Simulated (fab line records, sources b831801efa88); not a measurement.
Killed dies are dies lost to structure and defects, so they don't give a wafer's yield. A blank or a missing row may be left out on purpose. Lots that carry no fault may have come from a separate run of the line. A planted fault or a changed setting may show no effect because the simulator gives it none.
Split-lot trial -- flow gf180mcu -- on a route of 602 steps: 5 lots, 23 wafers read

## ABOUT THE SPLIT
At GF_SALICIDE_SPUTTER_03 (material TiN, target thk 20 nm, time 16.7 s), the setting timeS was moved away from the recipe's 16.7 s on 5 of the 23 wafers read, by +7.4% to +14.3%. The other wafers ran this setting at the recipe's value.

Split to reading: the file shows no intervening step.

## THE READING
SALICIDE_TIN_THK, in nm, at GF_SALICIDE_THK_MEAS_05 (measures by xrf). Typical for fault-free wafers on this fab line: 19.80 nm, with standard deviation 0.25 nm.

wafer,"tool, chamber at the split","timeS as run, s",against the recipe,"SALICIDE_TIN_THK, nm",against lot-mates on the recipe
L074.2,"pvdSputter-02, -",16.7,recipe,20.22,-
L074.3,"pvdSputter-02, -",16.7,recipe,19.50,-
L074.4,"pvdSputter-02, -",16.7,recipe,19.98,-
L074.5,"pvdSputter-02, -",16.7,recipe,19.93,-
L074.6,"pvdSputter-02, -",16.7,recipe,19.95,-
L076.1,"pvdSputter-02, -",16.7,recipe,19.80,-
L076.3,"pvdSputter-02, -",16.7,recipe,20.11,-
L076.6,"pvdSputter-02, -",16.7,recipe,19.80,-
L077.1,"pvdSputter-02, -",19.08,+14.3%,22.16,+2.61
L077.2,"pvdSputter-02, -",19.08,+14.3%,22.29,+2.74
L077.4,"pvdSputter-02, -",16.7,recipe,19.53,-
L077.5,"pvdSputter-02, -",19.08,+14.3%,22.41,+2.86
L077.6,"pvdSputter-02, -",16.7,recipe,19.56,-
L079.2,"pvdSputter-02, -",16.7,recipe,19.86,-
L079.3,"pvdSputter-02, -",16.7,recipe,19.89,-
L079.4,"pvdSputter-02, -",16.7,recipe,20.04,-
L079.5,"pvdSputter-02, -",16.7,recipe,19.84,-
L079.6,"pvdSputter-02, -",16.7,recipe,19.81,-
L083.1,"pvdSputter-04, -",17.94,+7.4%,21.14,+1.36
L083.2,"pvdSputter-04, -",17.94,+7.4%,21.24,+1.46
L083.3,"pvdSputter-04, -",16.7,recipe,19.91,-
L083.4,"pvdSputter-04, -",16.7,recipe,19.58,-
L083.5,"pvdSputter-04, -",16.7,recipe,19.86,-

THE FIT
A straight line over all 23 wafers: SALICIDE_TIN_THK changes by +0.173 nm for each +1% of timeS; r = +0.98; the points scatter about the line by 0.18 nm.
The same after taking each lot's own level away (the mean of its wafers on the recipe; 23 wafers): +0.192 nm for each +1%; r = +0.99; scatter 0.15 nm.
On that fit, the largest move of timeS shifts the reading by 2.7 nm.
The span of the lots' own levels, 19.545 to 19.916 nm, comes to 1.5 times the standard deviation stated above.
In other words, the slope is changed by the lot-to-lot level; the two fits disagree.
Check: for one of the wafers moved furthest among these (+14.3%), held out of the fit, the line's prediction against its lot-mates is +2.78 nm. It came out at +2.61 nm against them.

## THE OTHER SPLITS THESE WAFERS WENT THROUGH
Before the reading, these wafers also passed through other splits. Each is held against what the fit with the lots' levels taken away leaves over:
other split on the same wafers,wafers away from the commonest value,r with SALICIDE_TIN_THK (lot level and that fit taken away)
GF_SAB_CVD_00 timeS,8,-0.10
GF_SAB_DEVELOP_08 devTempC,9,+0.22
GF_SAB_ETCH_11 biasW,7,-0.33

## THE WHOLE CHAIN: every reading that the file lists as answering this split, in the file's order
step,what it does,reading,change (the file's fit),r (the file's)
GF_SALICIDE_SPUTTER_03,"material TiN, target thk 20 nm, time 16.7 s","TiN_of_SALICIDE_SPUTTER_03.thkNm (the simulator's own value, which no gauge read)",+0.192 nm for each +1% of the setting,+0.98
GF_SALICIDE_THK_MEAS_05,measures by xrf,SALICIDE_TIN_THK,+0.192 for each +1% of the setting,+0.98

## THE FILE'S OWN FIT
SALICIDE_TIN_THK changes by +0.192 nm for each +1% of timeS, r = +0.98.
